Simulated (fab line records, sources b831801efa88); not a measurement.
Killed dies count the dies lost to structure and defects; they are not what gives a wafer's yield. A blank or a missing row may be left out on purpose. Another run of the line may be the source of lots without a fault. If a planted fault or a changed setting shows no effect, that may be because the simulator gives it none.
fab line records | flow gf180mcu
record: lots: 14 wafers: 42 last_day: 34
route steps=602 shown STI@3 LVPWELL@62 MVSD@73
lots untouched by any fault: they come from a run of this same line in which no faults occurred
start_h: hours from the record's first day to the start of the lot's first wafer shown | wait_h: hours from the lot's prior step to this one | " as in the row above | L1.1+2: a single row standing in for several wafers | - no value, or no start was given | * or withheld: withheld | < > ~ a bound
route shown NAME@n: names a module that has steps shown in the file, with the first one's number in the route | usual: mean/standard deviation taken from wafers without a fault | same: alike in all rows | chamber/n: place in a boat | sites: readings site by site | _std_site: how widely they spread, as a standard deviation | _edge_site: inner sites' mean taken away from outer sites' mean | radius_mm: for every site, how far away it sits from the centre of the wafer | mask NAME#n: copy n | behind: the most recent tool/chamber to have shaped the wafer | hold: why the lot went on hold/how many hours it stayed there/how the hold came to an end | device: names the non-switching transistor (n, p or np) | end of line: the tests these same wafers got at the end of their route | a step with no rows: only its recipe | killed: at the first sort, the dies lost to defects and structure; wafer yield is something else | map: the dies of a wafer, with x for killed, . for not killed, _ for no die there
set.NAME: the setting as run; set.NAME@STEP: as run at that earlier step | model.NAME: the simulator's own value behind a step, which no gauge read
a sample of lots followed through the steps of the route, with each step as a table and each wafer as a row
services: the hour from which a tool's chamber was out of use, counted from the record's first day as start_h (under 0 if before that day), plus the number of hours and why
== steps ==
step: GF_STI_THK_MEAS_02
recipe: reads: SiO2_of_STI_OXIDATION_01
usual: STI_OXIDATION_THK: 10.01/0.21
columns lot.wafer tool chamber start_h wait_h STI_OXIDATION_THK[nm]
L993.3 film_metro-01 - 18.20 0.0 9.63
L993.4 " - " " 9.82
L993.6 " - " " 9.76
L996.2 film_metro-04 - 31.52 0.0 9.56
L996.3 " - " " 9.61
L996.4 " - " " 9.65
L997.2 film_metro-04 - 36.52 0.0 10.08
L997.3 " - " " 10.19
L997.4 " - " " 10.14
L998.2 film_metro-02 - 41.52 0.0 9.94
L998.3 " - " " 10.06
L998.4 " - " " 10.10
L999.1 film_metro-04 - 47.08 0.0 9.79
L999.4 " - " " 10.09
L999.5 " - " " 9.95
L100.1 film_metro-01 - 51.51 0.0 10.01
L100.4 " - " " 9.97
L100.6 " - " " 9.79
L101.2 film_metro-02 - 56.61 0.0 9.76
L101.3 " - " " 10.04
L101.4 " - " " 9.98
L102.1 film_metro-04 - 61.78 0.0 10.01
L102.2 " - " " 10.09
L102.4 " - " " 10.08
L104.1 film_metro-01 - 71.78 0.0 9.86
L104.2 " - " " 9.75
L104.4 " - " " 9.75
L105.2 film_metro-04 - 76.52 0.0 10.30
L105.3 " - " " 10.28
L105.6 " - " " 10.45
L106.4 film_metro-01 - 81.71 0.0 9.69
L106.5 " - " " 9.84
L106.6 " - " " 9.89
L107.1 film_metro-01 - 87.38 0.0 9.98
L107.2 " - " " 10.08
L107.6 " - " " 9.90
L108.1 film_metro-02 - 91.52 0.0 10.24
L108.2 " - " " 9.93
L108.5 " - " " 10.15
L115.3 film_metro-04 - 129.94 0.0 10.21
L115.4 " - " " 10.31
L115.5 " - " " 10.27
step: GF_LVPWELL_IMPLANT_08
recipe: species: B energy_kev: 170 dose_cm2: 1.5e+13 tilt_deg: 0
usual: beam_energy_keV: 170.00/0.053 beam_on_s: 10.00/0.2
columns lot.wafer tool chamber start_h wait_h beam_energy_keV beam_on_s
L993.3 implanter-04 0 77.98 0.1 170.11 10.02
L993.4 " 0 " " 170.04 10.36
L993.6 " 0 " " 170.04 9.57
L996.2 implanter-03 0 91.44 0.0 170.03 9.82
L996.3 " 0 " " 170.04 10.33
L996.4 " 0 " " 169.98 9.87
L997.2 implanter-03 0 96.37 0.0 170.12 9.98
L997.3 " 0 " " 170.07 9.96
L997.4 " 0 " " 170.09 10.02
L998.2 implanter-03 0 104.07 0.0 170.06 9.89
L998.3 " 0 " " 169.93 9.97
L998.4 " 0 " " 170.01 9.95
L999.1 implanter-03 0 108.22 0.0 169.96 9.97
L999.4 " 0 " " 169.95 10.24
L999.5 " 0 " " 170.06 9.74
L100.1 implanter-04 0 112.23 0.0 169.90 10.34
L100.4 " 0 " " 170.03 10.25
L100.6 " 0 " " 169.95 10.06
L101.2 implanter-01 0 120.86 0.0 170.01 10.00
L101.3 " 0 " " 169.99 9.69
L101.4 " 0 " " 170.00 9.72
L102.1 implanter-03 0 124.42 0.0 169.97 10.20
L102.2 " 0 " " 169.91 9.96
L102.4 " 0 " " 169.96 10.12
L104.1 implanter-03 0 137.68 0.0 170.01 10.03
L104.2 " 0 " " 170.05 9.87
L104.4 " 0 " " 170.01 9.77
L105.2 implanter-03 0 142.37 0.0 169.99 9.97
L105.3 " 0 " " 169.98 10.32
L105.6 " 0 " " 169.95 10.03
L106.4 implanter-03 - 145.61 0.1 - -
L106.5 " - " " - -
L106.6 " - " " - -
L107.1 implanter-04 - 152.88 0.0 - -
L107.2 " - " " - -
L107.6 " - " " - -
L108.1 implanter-04 0 158.55 0.0 170.04 9.98
L108.2 " 0 " " 169.94 9.92
L108.5 " 0 " " 170.05 10.14
L115.3 implanter-04 0 200.68 0.1 169.98 10.18
L115.4 " 0 " " 169.98 9.75
L115.5 " 0 " " 170.02 10.07
step: GF_LVPWELL_STRIP_10
recipe: chemistry: O2/N2 power_w: 1400 pressure_mtorr: 1500 platen_temp_c: 250 o2_flow_sccm: 3000 n2_flow_sccm: 300 overash_fraction: 0.5
usual: drypump_motor_current_A: 5.4/0.62 heater_power_w: 337/29 oes_product_au: 0.722/0.0051 strip_time_to_endpoint_s: 37.00/0.1
columns lot.wafer tool chamber start_h wait_h drypump_motor_current_A heater_power_w oes_product_au rf_hours_counter_h strip_time_to_endpoint_s
L993.3 plasma_asher-02 0 78.27 0.1 5.6 381 0.717 - 36.82
L993.4 " 1 " " 5.5 336 0.717 - 36.88
L993.6 " 1 " " 5.5 342 0.733 - 36.85
L996.2 plasma_asher-04 1 91.72 0.1 4.9 328 0.726 44 37.07
L996.3 " 0 " " 6.5 308 0.716 - 36.98
L996.4 " 1 " " 4.9 326 0.722 - 37.09
L997.2 plasma_asher-03 1 96.65 0.1 5.0 367 0.721 42 36.85
L997.3 " 1 " " 5.0 378 0.719 - 36.93
L997.4 " 0 " " 5.0 333 0.728 - 36.85
L998.2 plasma_asher-04 0 104.35 0.1 6.5 314 0.722 46 37.03
L998.3 " 0 " " 6.5 312 0.713 - 36.96
L998.4 " 1 " " 4.9 327 0.717 - 36.95
L999.1 plasma_asher-02 1 108.52 0.1 5.5 337 0.716 45 37.11
L999.4 " 0 " " 5.6 372 0.732 - 37.15
L999.5 " 0 " " 5.5 368 0.724 - 37.09
L100.1 plasma_asher-04 0 112.53 0.1 6.5 311 0.727 47 37.00
L100.4 " 1 " " 4.9 315 0.718 - 36.97
L100.6 " 0 " " 6.5 308 0.729 - 37.05
L101.2 plasma_asher-03 1 121.13 0.1 5.0 371 0.723 44 37.16
L101.3 " 0 " " 5.0 335 0.721 - 37.11
L101.4 " 1 " " 4.9 378 0.723 - 37.23
L102.1 plasma_asher-03 0 124.72 0.1 5.0 338 0.722 45 36.83
L102.2 " 1 " " 5.0 369 0.725 45 37.07
L102.4 " 0 " " 5.0 333 0.722 - 36.98
L104.1 plasma_asher-03 0 137.98 0.1 5.0 341 0.721 46 37.06
L104.2 " 1 " " 5.0 381 0.727 46 36.90
L104.4 " 1 " " 5.0 376 0.720 - 36.76
L105.2 plasma_asher-03 1 142.65 0.1 5.0 376 0.721 47 37.10
L105.3 " 1 " " 5.0 372 0.725 - 37.19
L105.6 " 1 " " 5.0 379 0.730 - 37.19
L106.4 plasma_asher-02 0 145.87 0.1 5.5 389 0.722 - 36.84
L106.5 " 1 " " 5.5 323 0.723 - 36.82
L106.6 " 0 " " 5.5 400 0.722 - 36.87
L107.1 plasma_asher-04 1 153.18 0.1 4.9 321 0.712 51 36.95
L107.2 " 0 " " 6.5 309 0.722 51 36.98
L107.6 " 0 " " 6.5 313 0.720 - 37.02
L108.1 plasma_asher-04 1 158.85 0.1 4.9 328 0.726 51 37.18
L108.2 " 0 " " 6.5 300 0.717 51 37.11
L108.5 " 0 " " 6.5 313 0.732 - 37.01
L115.3 plasma_asher-04 0 200.96 0.1 6.5 315 0.720 - 36.99
L115.4 " 1 " " 4.9 324 0.730 - 36.90
L115.5 " 0 " " 6.5 304 0.717 - 37.04
step: GF_LVPWELL_TW_MEAS_11
usual: LVPWELL_TW: 560.1/2.4
columns lot.wafer tool chamber start_h wait_h LVPWELL_TW
L993.3 film_metro-03 - 78.35 0.1 559.3
L993.4 " - " " 565.9
L993.6 " - " " 562.4
L996.2 film_metro-02 - 91.83 0.1 563.4
L996.3 " - " " 562.4
L996.4 " - " " 562.6
L997.2 film_metro-01 - 96.76 0.1 560.1
L997.3 " - " " 561.4
L997.4 " - " " 557.5
L998.2 film_metro-01 - 104.46 0.1 563.1
L998.3 " - " " 560.9
L998.4 " - " " 558.7
L999.1 film_metro-01 - 108.62 0.1 563.0
L999.4 " - " " 562.3
L999.5 " - " " 563.3
L100.1 film_metro-01 - 112.63 0.1 562.3
L100.4 " - " " 559.8
L100.6 " - " " 559.7
L101.2 film_metro-03 - 121.24 0.1 563.9
L101.3 " - " " 559.8
L101.4 " - " " 561.7
L102.1 film_metro-02 - 124.82 0.1 560.4
L102.2 " - " " 559.3
L102.4 " - " " 558.8
L104.1 film_metro-01 - 138.08 0.1 557.7
L104.2 " - " " 562.6
L104.4 " - " " 561.1
L105.2 film_metro-03 - 142.76 0.1 556.0
L105.3 " - " " 560.1
L105.6 " - " " 564.6
L106.4 film_metro-02 - 145.96 0.1 338.7
L106.5 " - " " 336.1
L106.6 " - " " 338.4
L107.1 film_metro-03 - 153.28 0.1 338.9
L107.2 " - " " 338.7
L107.6 " - " " 339.0
L108.1 film_metro-02 - 158.95 0.1 557.9
L108.2 " - " " 558.0
L108.5 " - " " 556.7
L115.3 film_metro-01 - 201.05 0.1 561.1
L115.4 " - " " 559.3
L115.5 " - " " 561.3
step: GF_MVSD_OVL_MEAS_07
usual: MVSD_OVL: 1.0/1.5
columns lot.wafer tool chamber start_h wait_h MVSD_OVL[nm]
L993.3 overlay-02 - 91.75 - 1.7
L993.4 " - " " 0.7
L993.6 " - " " -0.5
L996.2 overlay-02 - 105.94 - -1.0
L996.3 " - " " 1.1
L996.4 " - " " 2.3
L997.2 overlay-01 - 110.82 - -0.7
L997.3 " - " " 0.4
L997.4 " - " " -2.9
L998.2 overlay-02 - 119.02 - -0.8
L998.3 " - " " -1.2
L998.4 " - " " 0.3
L999.1 overlay-01 - 123.38 - 2.9
L999.4 " - " " 2.8
L999.5 " - " " 2.4
L100.1 overlay-01 - 127.11 - 2.7
L100.4 " - " " 0.3
L100.6 " - " " 2.3
L101.2 overlay-02 - 136.14 - 2.4
L101.3 " - " " 2.0
L101.4 " - " " 2.2
L102.1 overlay-01 - 139.68 - 3.6
L102.2 " - " " 2.5
L102.4 " - " " 3.5
L104.1 overlay-01 - 153.81 - 1.0
L104.2 " - " " 0.7
L104.4 " - " " 4.1
L105.2 overlay-01 - 157.87 - 1.3
L105.3 " - " " -0.6
L105.6 " - " " 1.3
L106.4 overlay-01 - 161.58 - 3.3
L106.5 " - " " 2.6
L106.6 " - " " 0.7
L107.1 overlay-02 - 168.58 - -1.2
L107.2 " - " " 2.0
L107.6 " - " " 2.4
L108.1 overlay-01 - 175.22 - -0.4
L108.2 " - " " -0.6
L108.5 " - " " 2.4
L115.3 overlay-02 - 218.48 - 2.8
L115.4 " - " " 1.2
L115.5 " - " " 2.5
step: GF_VT_IMPLANT_RS_MEAS_48
recipe: thk_meas_gauge: four-point-probe
usual: LVPWELL_RS: 1197.9/2.9
columns lot.wafer tool chamber start_h wait_h LVPWELL_RS[ohm/sq]
L993.3 film_metro-02 - 168.88 0.1 1194.4
L993.4 " - " " 1199.2
L993.6 " - " " 1195.4
L996.2 film_metro-01 - 185.25 0.1 1196.5
L996.3 " - " " 1196.4
L996.4 " - " " 1194.7
L997.2 film_metro-02 - 190.07 0.1 1194.4
L997.3 " - " " 1196.0
L997.4 " - " " 1197.0
L998.2 film_metro-03 - 198.57 0.1 1200.0
L998.3 " - " " 1199.7
L998.4 " - " " 1204.7
L999.1 film_metro-01 - 206.40 0.1 1200.1
L999.4 " - " " 1199.2
L999.5 " - " " 1199.5
L100.1 film_metro-02 - 209.03 0.1 1199.2
L100.4 " - " " 1195.5
L100.6 " - " " 1199.5
L101.2 film_metro-01 - 217.80 0.1 1199.2
L101.3 " - " " 1200.5
L101.4 " - " " 1199.2
L102.1 film_metro-02 - 224.03 0.1 1200.1
L102.2 " - " " 1200.3
L102.4 " - " " 1196.8
L104.1 film_metro-03 - 239.53 0.1 1201.6
L104.2 " - " " 1197.4
L104.4 " - " " 1194.9
L105.2 film_metro-01 - 243.82 0.1 1200.9
L105.3 " - " " 1203.6
L105.6 " - " " 1197.5
L106.4 film_metro-02 - 249.51 0.1 3832.5
L106.5 " - " " 3820.9
L106.6 " - " " 3811.2
L107.1 film_metro-01 - 258.58 0.1 3809.6
L107.2 " - " " 3820.2
L107.6 " - " " 3805.1
L108.1 film_metro-01 - 265.50 0.1 1194.8
L108.2 " - " " 1192.0
L108.5 " - " " 1191.2
L115.3 film_metro-03 - 315.82 0.1 1201.1
L115.4 " - " " 1200.1
L115.5 " - " " 1198.8
== services ==
columns tool chamber start_h hours kind
implanter-03 - 61.72 3.4 repair
plasma_asher-02 - 61.90 1.3 repair
plasma_asher-02 - 108.75 9.0 pm
plasma_asher-02 0 108.75 9.0 vent_cycle
plasma_asher-02 1 108.75 9.0 vent_cycle
plasma_asher-02 0 117.75 - clean
plasma_asher-02 1 117.75 - clean
plasma_asher-02 - 118.11 1.0 repair
plasma_asher-02 - 127.68 4.3 pm
implanter-04 - 176.01 3.0 repair
plasma_asher-02 - 186.24 2.8 repair
plasma_asher-02 - 193.88 1.9 repair
== key ==
first_sign: step: GF_LVPWELL_IMPLANT_08 reading: tool_record direction: missing
effect: step: GF_LVPWELL_TW_MEAS_11 reading: LVPWELL_TW direction: down sigmas: 93 usual: 560.1 struck: 338.3
effect: step: GF_VT_IMPLANT_RS_MEAS_48 reading: LVPWELL_RS direction: up sigmas: 99+ usual: 1197.9 struck: 3816.6
met_at GF_LVPWELL_IMPLANT_08
struck_lots L106,L107
later_rows_left_out L106.4,L106.5,L106.6,L107.1,L107.2,L107.6
sort_left_out L106.4,L106.5,L106.6,L107.1,L107.2,L107.6
tester_left_out L106,L107
not_acting_at GF_STI_THK_MEAS_02,GF_LVPWELL_STRIP_10,GF_MVSD_OVL_MEAS_07
onset_between 142.37 145.61
fault: kind: skipped_step_whole tool: implanter-03,implanter-04 chamber: - onset_h: 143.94 steps: GF_LVPWELL_IMPLANT_08 scope: struck_lots_only
tester_left_out: of these lots the tester's yield and bins aren't shown, on N5 and GAA mostly nor the transistor test; their killed dies are dies lost to structure and defects alone, not to doping, threshold or leakage, so they don't give the yield
sort_left_out: the simulated sort isn't trusted on such a fault, so these wafers' sort isn't shown, and their yield isn't known
later_rows_left_out: the simulator's readings of these wafers behind a module that went badly wrong aren't trusted and aren't shown, but for the sort
